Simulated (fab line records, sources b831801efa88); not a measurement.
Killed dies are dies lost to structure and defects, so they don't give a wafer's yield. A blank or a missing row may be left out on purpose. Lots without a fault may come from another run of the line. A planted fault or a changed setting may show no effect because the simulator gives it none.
A struck lot beside a sound one | flow sky130 | 15 steps out of a route of 708
Sound: wafers L657.1, L657.3, L657.4. Struck: wafers L653.1, L653.3, L653.4. The cause comes at the end.
At each step with rows: each side's tool, then ch and its chambers, then its first start. Under that, the readings that differ: sound wafers | struck wafers | difference of the means | sigmas: that difference in standard deviations of wafers without a fault.
alike: readings whose means differ by less than 2 such deviations, and words and numbers that are the same on both sides. not compared: withheld readings, readings that some wafer has no value for, bounds like >300 that may hide the same value, and numbers for which the record gives no deviation and whose values overlap.
The two part at a step that has a row with sigmas, a row that says differs or no value, or rows on one side only. Numbers that don't overlap but have no deviation are shown without sigmas and don't part them. A reading that every wafer of one side lacks parts them only if that side has two wafers or more.

first, 6 steps without rows for these wafers: SKY_GATE_OXIDE_HMDS_04 (prime time 60 s); SKY_GATE_OXIDE_COAT_05 (resist thk 1140 nm); SKY_GATE_OXIDE_SOFTBAKE_06 (time 60 s); SKY_GATE_OXIDE_EXPOSE_07 (exposes mask LVOM, target cd 600 nm); SKY_GATE_OXIDE_PEB_08; SKY_GATE_OXIDE_DEVELOP_09 (develop time 60 s).
SKY_GATE_OXIDE_OVL_MEAS_10:
  sound on overlay-01, day 16 17:22; struck on overlay-02, day 14 22:31
  alike: GATE_OXIDE_OVL
then, 2 steps without rows for these wafers: SKY_GATE_OXIDE_IMPLANT_11; SKY_GATE_OXIDE_WET_ETCH_12 (etches SiO2 in dHF, target depth 16.8 nm, time 336 s).
SKY_GATE_OXIDE_STRIP_13: strips in O2/N2.
  sound on plasma_asher-02 ch 0,1, day 16 17:40; struck on plasma_asher-02 ch 0,1, day 14 22:55
  alike: drypump_motor_current_A, oes_product_au, strip_time_to_endpoint_s
  not compared: rf_hours_counter_h
SKY_GATE_OXIDE_TW_MEAS_14:
  sound on film_metro-01, day 16 17:46; struck on film_metro-01, day 14 23:01
  alike: GATE_OXIDE_TW
then, 1 step without rows for these wafers: SKY_GATE_OXIDE_CLEAN_15 (cleans in SC1/SC2, time 150 s).
SKY_GATE_OXIDE_OXIDATION_16: stabilise 600 s, purge 300 s, target thk 3.57 nm.
  sound on furnace-02 ch 0, day 16 19:52; struck on furnace-01 ch 0, day 14 23:29
  reading                                           | sound                | struck               | difference | sigmas
  spike_tc_bottom_C (C)                             | 818.9 820.9 820.2    | 828.8 829.2 828.4    | +8.8       | +6
  spike_tc_centre_C (C)                             | 799.6 797.4 801.1    | 810.8 810.2 812.0    | +11.6      | +9
  spike_tc_lower_C (C)                              | 799.0 802.0 801.8    | 809.3 810.5 810.2    | +9.1       | +10
  spike_tc_upper_C (C)                              | 800.1 801.4 797.8    | 807.9 807.1 807.0    | +7.6       | +8
  tube_center_temp_C (C)                            | 799.96 799.93 800.08 | 809.18 809.15 809.13 | +9.16      | +99 or more
  tube_center_temp_C_max                            | 802.3 801.6 801.8    | 811.1 810.8 811.5    | +9.2       | +26
  model.SiO2_of_GATE_OXIDE_OXIDATION_01.thk_nm (nm) | 11.68 11.61 11.78    | 12.53 12.6 12.45     | +0.84      |
  alike: zone_power_bottom_pct
then, 1 step without rows for these wafers: SKY_POLY_GATE_CVD_00 (deposits poly-Si, target thk 180 nm, time 720 s).
-- the record jumps here: 32 days lie between the struck wafers' starts before and after (it left off in module POLY_GATE and takes up again in module PAD_OPEN, whose first step shown is number 708 of the route) --
SKY_PAD_OPEN_PROBE_99:
  sound on prober-01, day 48 01:58; struck on prober-02, day 46 22:46
  reading                                     | sound                | struck        | difference | sigmas
  model.etest.nfet_01v8.r_on_ohm_um           | 812.3 796.5 825.4    | 896.8 888     | +81.0      |
  model.etest.nfet_01v8_lvt.drive_ua_um       | 593.4 595.7 589.6    | 508.7 520     | -78.5      |
  model.etest.nfet_01v8.drive_ua_um           | 519.3 521.1 517      | 447.2 452.3   | -69.4      |
  model.etest.nfet_01v8_turned.drive_ua_um    | 520.3 529.4 513.5    | 444.8 449     | -74.2      |
  model.etest.nfet_01v8_swapped.drive_ua_um   | 515.7 524.4 519.5    | 444 448       | -74        |
  model.etest.sram_nfet_pass.drive_ua_um      | 488 504.2 500.4      | 433.4 441.8   | -59.9      |
  model.etest.cap_thin_oxide.gate_log10_a_cm2 | -6.843 -6.553 -6.815 | -8.462 -8.452 | -1.720     |
  model.etest.cap_thin_oxide.tox_acc_nm (nm)  | 4.276 4.191 4.239    | 4.654 4.665   | +0.424     |

WHERE THEY PART
Only at SKY_GATE_OXIDE_OXIDATION_16, within this record.

WHY: what the simulator had put in
Process parameter drift: furnace-01, from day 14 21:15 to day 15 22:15, at SKY_GATE_OXIDE_OXIDATION_16. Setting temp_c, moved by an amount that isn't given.
